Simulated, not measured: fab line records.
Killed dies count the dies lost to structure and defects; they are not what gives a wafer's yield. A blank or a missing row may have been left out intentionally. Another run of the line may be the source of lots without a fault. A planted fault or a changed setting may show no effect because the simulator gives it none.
Which tool is to blame? ; flow sky130 ; 7 lots with 20 wafers sampled at 2 steps, on a route of 708 steps

WHAT THE GAUGES SHOWED, per wafer
SKY_VIA2_CD_MEAS_12: the cd target is 200 nm.
lot;measured;on;cdNm (nm)
L591;day 36 21:04;cdSem-02;201.4 200.5 200.0
L596;day 38 10:05;cdSem-02;201.0 200.5 200.0
L598;day 39 01:49;cdSem-02;199.6 201.5 200.9
L601;day 39 18:35;cdSem-01;200.5 201.7 203.5
L606;day 41 07:23;cdSem-02;194.8 201.0
L610;day 42 08:44;cdSem-01;200.3 201.4 201.0
L613;day 43 00:56;cdSem-02;200.9 199.1 201.1

WHAT TOOL EACH LOT RAN ON (gives the tool, then ch and the chambers of the sampled wafers, and finally the start)
lot;SKY_VIA2_DEVELOP_11
L591;lithoTrack-02 ch 0, day 36 20:00
L596;lithoTrack-03 ch 0, day 38 09:00
L598;lithoTrack-01 ch 0, day 39 01:00
L601;lithoTrack-01 ch 0, day 39 18:00
L606;lithoTrack-01 ch 0, day 41 07:00
L610;lithoTrack-03 ch 0, day 42 08:00
L613;lithoTrack-03 ch 0, day 43 00:00
- SKY_VIA2_DEVELOP_11: develop time 60 s.

THE ANSWER, worked out from the rows above alone
Rule: the lots themselves supply what counts as usual. Put in order of their means at a reading, lots are off if they are a third of the lots or fewer, leave a main group of 4 or more, and stand apart from it by a gap of 3 or more times the standard deviation of the main group's means; of several such gaps the widest counts. The tables above print the reading to a certain number of digits; a main group whose means all agree to those digits is not used. Also off: a lot with no number at a reading for which 4 or more lots have one. The other lots that the step has rows for count as sound.
Off at SKY_VIA2_CD_MEAS_12 (cdNm): L606. Mean 200.8 nm and standard deviation 0.51 in the main group.
If a tool, at a process step before that reading, ran all the lots that are off and no sound lot after the first of them, it fits. Gauges at SKY_VIA2_CD_MEAS_12: tried the same way as those tools. One candidate fits, namely lithoTrack-01 at SKY_VIA2_DEVELOP_11. A fault onset in the window from L601 (day 39 18:00, its last sound lot) to L606 (day 41 07:00, its first lot off) fits.

WHAT THE SIMULATOR HAD INSERTED
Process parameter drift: lithoTrack-01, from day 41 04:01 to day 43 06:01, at SKY_VIA2_DEVELOP_11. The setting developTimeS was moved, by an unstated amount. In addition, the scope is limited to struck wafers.
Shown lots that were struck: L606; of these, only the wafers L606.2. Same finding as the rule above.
